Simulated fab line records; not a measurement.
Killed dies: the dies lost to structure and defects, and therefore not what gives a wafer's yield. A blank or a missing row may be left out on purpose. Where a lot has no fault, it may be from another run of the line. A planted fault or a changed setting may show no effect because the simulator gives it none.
Which tool was responsible? + flow sky130 + 11 lots with 33 wafers sampled at 2 steps, on a route of 708 steps

## WHAT EACH GAUGE READ, for each wafer
SKY_CONTACT_BOW_MEAS_05.
| lot  | measured     | on           | CONTACT_BOW (um) |
|------|--------------|--------------|------------------|
| L454 | day 30 21:36 | filmMetro-03 | 80 80 94         |
| L455 | day 31 05:57 | filmMetro-04 | 98 80 83         |
| L456 | day 31 20:49 | filmMetro-03 | 84 79 73         |
| L457 | day 31 22:43 | filmMetro-03 | 84 81 85         |
| L459 | day 32 16:23 | filmMetro-04 | 90 82 86         |
| L460 | day 32 23:43 | filmMetro-04 | 76 79 96         |
| L463 | day 33 20:04 | filmMetro-04 | 89 81 87         |
| L464 | day 34 08:56 | filmMetro-01 | 99 82 87         |
| L465 | day 34 10:16 | filmMetro-03 | 86 84 85         |
| L472 | day 36 13:38 | filmMetro-03 | 76 67 85         |
| L475 | day 37 14:34 | filmMetro-01 | 69 88 87         |

SKY_CONTACT_RS_MEAS_25: the measuring method here is four-point-probe.
| lot  | measured     | on           | CONTACT_W_RS (ohm/sq) |
|------|--------------|--------------|-----------------------|
| L454 | day 32 02:03 | filmMetro-04 | 0.333 0.336 0.335     |
| L455 | day 32 10:11 | filmMetro-04 | 0.344 0.350 0.345     |
| L456 | day 33 00:47 | filmMetro-01 | 0.333 0.331 0.336     |
| L457 | day 33 02:34 | filmMetro-03 | 0.347 0.347 0.343     |
| L459 | day 33 20:18 | filmMetro-01 | 0.338 0.342 0.343     |
| L460 | day 34 03:05 | filmMetro-04 | 0.336 0.339 0.338     |
| L463 | day 34 23:38 | filmMetro-01 | 0.343 0.348 0.348     |
| L464 | day 35 12:28 | filmMetro-01 | 0.331 0.332 0.335     |
| L465 | day 35 13:52 | filmMetro-01 | 0.331 0.333 0.332     |
| L472 | day 37 16:13 | filmMetro-03 | 0.333 0.331 0.332     |
| L475 | day 38 16:20 | filmMetro-03 | 0.336 0.332 0.331     |

## WHICH TOOL RAN EACH LOT (tool, then ch and the chambers of the sampled wafers, then the start)
Record: no process step prior to these readings.

## AS READ BY THE TOOLS THEMSELVES (means over the sampled wafers that have a number; for cases with no such wafer, the mark the record gives instead)
The record holds no such reading with a usual standard deviation.

## THE ANSWER, worked out from the rows above alone
Rule: what is usual is taken from the lots themselves. The widest of any qualifying gaps counts: lots, ordered by their means at a reading, are off when they make up no more than a third of the lots, leave a main group of 4 or more, and stand apart from it by 3 or more times the standard deviation of that group's means. A main group whose means are all the same, to the digits that the tables above print for the reading, isn't used. A lot without any number at a reading at which 4 lots or more have one is off too. Where the step has rows for the other lots, those lots are counted as sound. After the gauges, taken in route order, come the tools' own readings; for these a lot's mean is taken, as printed above. The first step at which some lot is off is used, and at that step the reading that is off furthest; a lot without a number counts as furthest.
None of the lots is off at any reading shown; this tells nothing.

## WHAT THE SIMULATOR PUT IN
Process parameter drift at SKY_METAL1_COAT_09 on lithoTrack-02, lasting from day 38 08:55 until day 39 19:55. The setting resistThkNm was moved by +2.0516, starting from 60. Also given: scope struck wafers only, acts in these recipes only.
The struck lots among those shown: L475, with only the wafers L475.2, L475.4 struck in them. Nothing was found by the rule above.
